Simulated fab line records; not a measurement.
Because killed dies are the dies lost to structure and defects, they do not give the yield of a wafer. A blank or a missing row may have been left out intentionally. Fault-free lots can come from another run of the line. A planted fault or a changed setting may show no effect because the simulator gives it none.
Which of the tools did it? :: flow gf180mcu :: 12 lots, 36 wafers sampled, at 4 steps of a route of 602

WHAT THE GAUGES SHOWED, per wafer
GF_V1_THK_MEAS_03. Usual: V1_CVD_02_THK gives 856 nm (standard deviation 12).
lot: L431
measured: day 18 08:49
on: film-metro-01
V1_CVD_02_THK (nm): 851 843 864
flag: 

lot: L432
measured: day 18 16:08
on: film-metro-02
V1_CVD_02_THK (nm): 862 848 871
flag: 

lot: L433
measured: day 19 01:34
on: film-metro-04
V1_CVD_02_THK (nm): 841 854 856
flag: 

lot: L434
measured: day 19 19:06
on: film-metro-02
V1_CVD_02_THK (nm): 860 851 853
flag: 

lot: L437
measured: day 20 18:47
on: film-metro-01
V1_CVD_02_THK (nm): 849 847 862
flag: 

lot: L443
measured: day 22 21:15
on: film-metro-02
V1_CVD_02_THK (nm): 849 888 844
flag: 

lot: L444
measured: day 23 00:54
on: film-metro-01
V1_CVD_02_THK (nm): 840 842 847
flag: 

lot: L447
measured: day 24 03:02
on: film-metro-02
V1_CVD_02_THK (nm): 849 863 865
flag: 

lot: L448
measured: day 24 17:25
on: film-metro-02
V1_CVD_02_THK (nm): 852 845 869
flag: 

lot: L449
measured: day 24 18:01
on: film-metro-02
V1_CVD_02_THK (nm): 850 847 857
flag: 

lot: L450
measured: day 25 02:38
on: film-metro-02
V1_CVD_02_THK (nm): 876 853 885
flag: 

lot: L451
measured: day 25 10:33
on: film-metro-04
V1_CVD_02_THK (nm): 835 864 856
flag: 

TOOL THAT RAN EACH LOT (tool first, then ch and the chambers of the sampled wafers, then the start)
lot: L431
GF_DUAL_GATE_OXIDATION_15: furnace-02 ch 0, day 9 06:37
GF_M1_METAL_ETCH_16: rie-metal-01 ch 0,1, day 18 07:57
GF_V1_CVD_02: pecvd-04 ch 0,1,2, day 18 08:45

lot: L432
GF_DUAL_GATE_OXIDATION_15: furnace-01 ch 0, day 9 12:50
GF_M1_METAL_ETCH_16: rie-metal-01 ch 0, day 18 15:15
GF_V1_CVD_02: pecvd-02 ch 0,1,2, day 18 16:03

lot: L433
GF_DUAL_GATE_OXIDATION_15: furnace-01 ch 0, day 9 18:38
GF_M1_METAL_ETCH_16: rie-metal-03 ch 1, day 19 00:34
GF_V1_CVD_02: pecvd-04 ch 1,2, day 19 01:30

lot: L434
GF_DUAL_GATE_OXIDATION_15: furnace-02 ch 0, day 10 06:39
GF_M1_METAL_ETCH_16: rie-metal-03 ch 1, day 19 18:06
GF_V1_CVD_02: pecvd-02 ch 0,1,2, day 19 19:02

lot: L437
GF_DUAL_GATE_OXIDATION_15: furnace-02 ch 0, day 11 01:31
GF_M1_METAL_ETCH_16: rie-metal-03 ch 0,1, day 20 17:55
GF_V1_CVD_02: pecvd-02 ch 1,2, day 20 18:43

lot: L443
GF_DUAL_GATE_OXIDATION_15: furnace-01 ch 0, day 12 19:40
GF_M1_METAL_ETCH_16: rie-metal-03 ch 0,1, day 22 20:23
GF_V1_CVD_02: pecvd-03 ch 0,1,2, day 22 21:11

lot: L444
GF_DUAL_GATE_OXIDATION_15: furnace-02 ch 0, day 12 23:50
GF_M1_METAL_ETCH_16: rie-metal-01 ch 0,1, day 23 00:01
GF_V1_CVD_02: pecvd-02 ch 0,2, day 23 00:49

lot: L447
GF_DUAL_GATE_OXIDATION_15: furnace-02 ch 0, day 13 23:40
GF_M1_METAL_ETCH_16: rie-metal-03 ch 0,1, day 24 02:09
GF_V1_CVD_02: pecvd-04 ch 0,1,2, day 24 02:58

lot: L448
GF_DUAL_GATE_OXIDATION_15: furnace-02 ch 0, day 14 10:31
GF_M1_METAL_ETCH_16: rie-metal-03 ch 1, day 24 16:29
GF_V1_CVD_02: pecvd-02 ch 0,2, day 24 17:20

lot: L449
GF_DUAL_GATE_OXIDATION_15: furnace-02 ch 0, day 14 13:27
GF_M1_METAL_ETCH_16: rie-metal-04 ch 0,1, day 24 17:08
GF_V1_CVD_02: pecvd-03 ch 0,2, day 24 17:56

lot: L450
GF_DUAL_GATE_OXIDATION_15: furnace-01 ch 0, day 14 17:49
GF_M1_METAL_ETCH_16: rie-metal-03 ch 0,1, day 25 01:46
GF_V1_CVD_02: pecvd-03 ch 1,2, day 25 02:33

lot: L451
GF_DUAL_GATE_OXIDATION_15: furnace-02 ch 0, day 15 02:46
GF_M1_METAL_ETCH_16: rie-metal-01 ch 0, day 25 09:41
GF_V1_CVD_02: pecvd-02 ch 0,2, day 25 10:28
- GF_DUAL_GATE_OXIDATION_15: stabilise 600 s, purge 300 s, target thk 7.098 nm.
- GF_M1_METAL_ETCH_16: etches the open film in Cl2/BCl3, stops on SiO2, target depth 750.8 nm, time 125.1 s.
- GF_V1_CVD_02: deposits SiO2 from TEOS, target thk 850 nm, time 94.851 s.

WHAT THE TOOLS THEMSELVES READ (means of the sampled wafers that have a number; where no wafer has one, the mark that the record gives instead)
GF_DUAL_GATE_OXIDATION_15. Usual: spike-tc-bottom-C 870 C, standard deviation 3.3; spike-tc-centre-C 850.5 C, standard deviation 1.1; spike-tc-lower-C 851.1 C, standard deviation 1.1; spike-tc-top-C 862.6 C, standard deviation 2.7; spike-tc-upper-C 847.7 C, standard deviation 1.4; tube-center-temp-C 849.99 C, standard deviation 0.073; tube_center_temp_C_max 852.2, standard deviation 0.37; zone-power-upper-pct 15.76 %, standard deviation 0.17.
lot: L431
tool: furnace-02
spike-tc-bottom-C (C): 867
spike-tc-centre-C (C): 851.1
spike-tc-lower-C (C): 851.3
spike-tc-top-C (C): 859.9
spike-tc-upper-C (C): 847.4
tube-center-temp-C (C): 850.01
tube_center_temp_C_max: 852.2
zone-power-upper-pct (%): 15.77
flag: 

lot: L432
tool: furnace-01
spike-tc-bottom-C (C): 894
spike-tc-centre-C (C): 870.1
spike-tc-lower-C (C): 869.8
spike-tc-top-C (C): 884.6
spike-tc-upper-C (C): 869.1
tube-center-temp-C (C): 869.62
tube_center_temp_C_max: 871.8
zone-power-upper-pct (%): 16.70
flag: OFF

lot: L433
tool: furnace-01
spike-tc-bottom-C (C): 894
spike-tc-centre-C (C): 869.3
spike-tc-lower-C (C): 869.8
spike-tc-top-C (C): 884.8
spike-tc-upper-C (C): 868.3
tube-center-temp-C (C): 869.60
tube_center_temp_C_max: 871.4
zone-power-upper-pct (%): 16.54
flag: OFF

lot: L434
tool: furnace-02
spike-tc-bottom-C (C): 867
spike-tc-centre-C (C): 851.2
spike-tc-lower-C (C): 851.7
spike-tc-top-C (C): 860.0
spike-tc-upper-C (C): 846.1
tube-center-temp-C (C): 850.03
tube_center_temp_C_max: 852.4
zone-power-upper-pct (%): 15.76
flag: 

lot: L437
tool: furnace-02
spike-tc-bottom-C (C): 867
spike-tc-centre-C (C): 851.3
spike-tc-lower-C (C): 849.9
spike-tc-top-C (C): 861.0
spike-tc-upper-C (C): 846.9
tube-center-temp-C (C): 849.97
tube_center_temp_C_max: 851.8
zone-power-upper-pct (%): 15.81
flag: 

lot: L443
tool: furnace-01
spike-tc-bottom-C (C): 873
spike-tc-centre-C (C): 849.1
spike-tc-lower-C (C): 851.0
spike-tc-top-C (C): 865.8
spike-tc-upper-C (C): 848.1
tube-center-temp-C (C): 850.06
tube_center_temp_C_max: 852.3
zone-power-upper-pct (%): 15.79
flag: 

lot: L444
tool: furnace-02
spike-tc-bottom-C (C): 867
spike-tc-centre-C (C): 850.2
spike-tc-lower-C (C): 850.5
spike-tc-top-C (C): 861.1
spike-tc-upper-C (C): 846.3
tube-center-temp-C (C): 850.02
tube_center_temp_C_max: 852.1
zone-power-upper-pct (%): 15.71
flag: 

lot: L447
tool: furnace-02
spike-tc-bottom-C (C): 867
spike-tc-centre-C (C): 851.1
spike-tc-lower-C (C): 850.9
spike-tc-top-C (C): 860.3
spike-tc-upper-C (C): 847.2
tube-center-temp-C (C): 849.95
tube_center_temp_C_max: 852.2
zone-power-upper-pct (%): 15.76
flag: 

lot: L448
tool: furnace-02
spike-tc-bottom-C (C): 867
spike-tc-centre-C (C): 851.9
spike-tc-lower-C (C): 851.5
spike-tc-top-C (C): 860.3
spike-tc-upper-C (C): 846.0
tube-center-temp-C (C): 850.00
tube_center_temp_C_max: 852.4
zone-power-upper-pct (%): 15.71
flag: 

lot: L449
tool: furnace-02
spike-tc-bottom-C (C): 868
spike-tc-centre-C (C): 851.6
spike-tc-lower-C (C): 852.4
spike-tc-top-C (C): 860.2
spike-tc-upper-C (C): 846.2
tube-center-temp-C (C): 850.04
tube_center_temp_C_max: 852.6
zone-power-upper-pct (%): 15.78
flag: 

lot: L450
tool: furnace-01
spike-tc-bottom-C (C): 874
spike-tc-centre-C (C): 850.3
spike-tc-lower-C (C): 851.6
spike-tc-top-C (C): 864.7
spike-tc-upper-C (C): 848.1
tube-center-temp-C (C): 850.00
tube_center_temp_C_max: 852.3
zone-power-upper-pct (%): 15.72
flag: 

lot: L451
tool: furnace-02
spike-tc-bottom-C (C): 867
spike-tc-centre-C (C): 850.2
spike-tc-lower-C (C): 850.7
spike-tc-top-C (C): 859.8
spike-tc-upper-C (C): 847.2
tube-center-temp-C (C): 850.00
tube_center_temp_C_max: 852.3
zone-power-upper-pct (%): 15.55
flag: 

GF_M1_METAL_ETCH_16. Usual: drypump-motor-current-A 5.72 A, standard deviation 0.27; he-backside-leak-sccm 3.47 sccm, standard deviation 0.3; oes-product-au 0.989 a.u., standard deviation 0.01; rf-fwd-power-W 795.6 W, standard deviation 2.7; throttle-valve-pct 28.230 %, standard deviation 0.014.
lot: L431
tool: rie-metal-01
drypump-motor-current-A (A): 5.40
he-backside-leak-sccm (sccm): 3.52
oes-product-au (a.u.): 0.986
rf-fwd-power-W (W): 793.7
throttle-valve-pct (%): 28.231
flag: 

lot: L432
tool: rie-metal-01
drypump-motor-current-A (A): 5.32
he-backside-leak-sccm (sccm): 3.48
oes-product-au (a.u.): 0.981
rf-fwd-power-W (W): 793.1
throttle-valve-pct (%): 28.234
flag: 

lot: L433
tool: rie-metal-03
drypump-motor-current-A (A): 5.63
he-backside-leak-sccm (sccm): 3.51
oes-product-au (a.u.): 0.995
rf-fwd-power-W (W): 791.8
throttle-valve-pct (%): 28.228
flag: 

lot: L434
tool: rie-metal-03
drypump-motor-current-A (A): 5.63
he-backside-leak-sccm (sccm): 3.64
oes-product-au (a.u.): 0.994
rf-fwd-power-W (W): 793.8
throttle-valve-pct (%): 28.210
flag: 

lot: L437
tool: rie-metal-03
drypump-motor-current-A (A): 5.66
he-backside-leak-sccm (sccm): 3.56
oes-product-au (a.u.): 0.999
rf-fwd-power-W (W): 794.0
throttle-valve-pct (%): 28.225
flag: 

lot: L443
tool: rie-metal-03
drypump-motor-current-A (A): 5.67
he-backside-leak-sccm (sccm): 3.36
oes-product-au (a.u.): 0.999
rf-fwd-power-W (W): 795.3
throttle-valve-pct (%): 28.218
flag: 

lot: L444
tool: rie-metal-01
drypump-motor-current-A (A): 5.40
he-backside-leak-sccm (sccm): 3.31
oes-product-au (a.u.): 0.988
rf-fwd-power-W (W): 796.1
throttle-valve-pct (%): 28.236
flag: 

lot: L447
tool: rie-metal-03
drypump-motor-current-A (A): 5.68
he-backside-leak-sccm (sccm): 3.59
oes-product-au (a.u.): 0.998
rf-fwd-power-W (W): 792.9
throttle-valve-pct (%): 28.219
flag: 

lot: L448
tool: rie-metal-03
drypump-motor-current-A (A): 5.62
he-backside-leak-sccm (sccm): 3.35
oes-product-au (a.u.): 0.993
rf-fwd-power-W (W): 797.0
throttle-valve-pct (%): 28.214
flag: 

lot: L449
tool: rie-metal-04
drypump-motor-current-A (A): 5.93
he-backside-leak-sccm (sccm): 3.54
oes-product-au (a.u.): 0.971
rf-fwd-power-W (W): 794.8
throttle-valve-pct (%): 28.243
flag: 

lot: L450
tool: rie-metal-03
drypump-motor-current-A (A): 5.65
he-backside-leak-sccm (sccm): 3.49
oes-product-au (a.u.): 0.994
rf-fwd-power-W (W): 798.0
throttle-valve-pct (%): 28.237
flag: 

lot: L451
tool: rie-metal-01
drypump-motor-current-A (A): 5.32
he-backside-leak-sccm (sccm): 3.56
oes-product-au (a.u.): 0.990
rf-fwd-power-W (W): 792.1
throttle-valve-pct (%): 28.229
flag: 

GF_V1_CVD_02. Usual: heater-power-w 613 W, standard deviation 91; rf-fwd-power-W 596.3 W, standard deviation 2.2.
lot: L431
tool: pecvd-04
heater-power-w (W): 572
rf-fwd-power-W (W): 596.8
flag: 

lot: L432
tool: pecvd-02
heater-power-w (W): 670
rf-fwd-power-W (W): 597.6
flag: 

lot: L433
tool: pecvd-04
heater-power-w (W): 558
rf-fwd-power-W (W): 594.4
flag: 

lot: L434
tool: pecvd-02
heater-power-w (W): 650
rf-fwd-power-W (W): 598.1
flag: 

lot: L437
tool: pecvd-02
heater-power-w (W): 692
rf-fwd-power-W (W): 596.4
flag: 

lot: L443
tool: pecvd-03
heater-power-w (W): 579
rf-fwd-power-W (W): 594.1
flag: 

lot: L444
tool: pecvd-02
heater-power-w (W): 532
rf-fwd-power-W (W): 596.3
flag: 

lot: L447
tool: pecvd-04
heater-power-w (W): 517
rf-fwd-power-W (W): 595.1
flag: 

lot: L448
tool: pecvd-02
heater-power-w (W): 655
rf-fwd-power-W (W): 596.1
flag: 

lot: L449
tool: pecvd-03
heater-power-w (W): 705
rf-fwd-power-W (W): 592.0
flag: 

lot: L450
tool: pecvd-03
heater-power-w (W): 588
rf-fwd-power-W (W): 596.5
flag: 

lot: L451
tool: pecvd-02
heater-power-w (W): 586
rf-fwd-power-W (W): 596.7
flag: 

THE ANSWER, worked out from the rows above alone
Rule: take the mean of a lot's wafers that have a number; if it is more than 3 standard deviations from the usual mean, the lot is off. Also off: a lot with no number at a reading for which 4 or more lots have one. Where the step has rows for the other lots, those lots are counted as sound. First the gauges in route order, then the tools' own readings, where a lot's mean is used as printed above. At the first step where some lot is off, the reading lying furthest off is the one used; lots without a number count as furthest.
Off, at GF_DUAL_GATE_OXIDATION_15 on tube-center-temp-C: L432, L433.
A tool fits if, at that step or a process step before it, it ran every lot that is off, and no sound lot after the first of them. None of those tried fits.

WHAT HAD BEEN PUT IN BY THE SIMULATOR
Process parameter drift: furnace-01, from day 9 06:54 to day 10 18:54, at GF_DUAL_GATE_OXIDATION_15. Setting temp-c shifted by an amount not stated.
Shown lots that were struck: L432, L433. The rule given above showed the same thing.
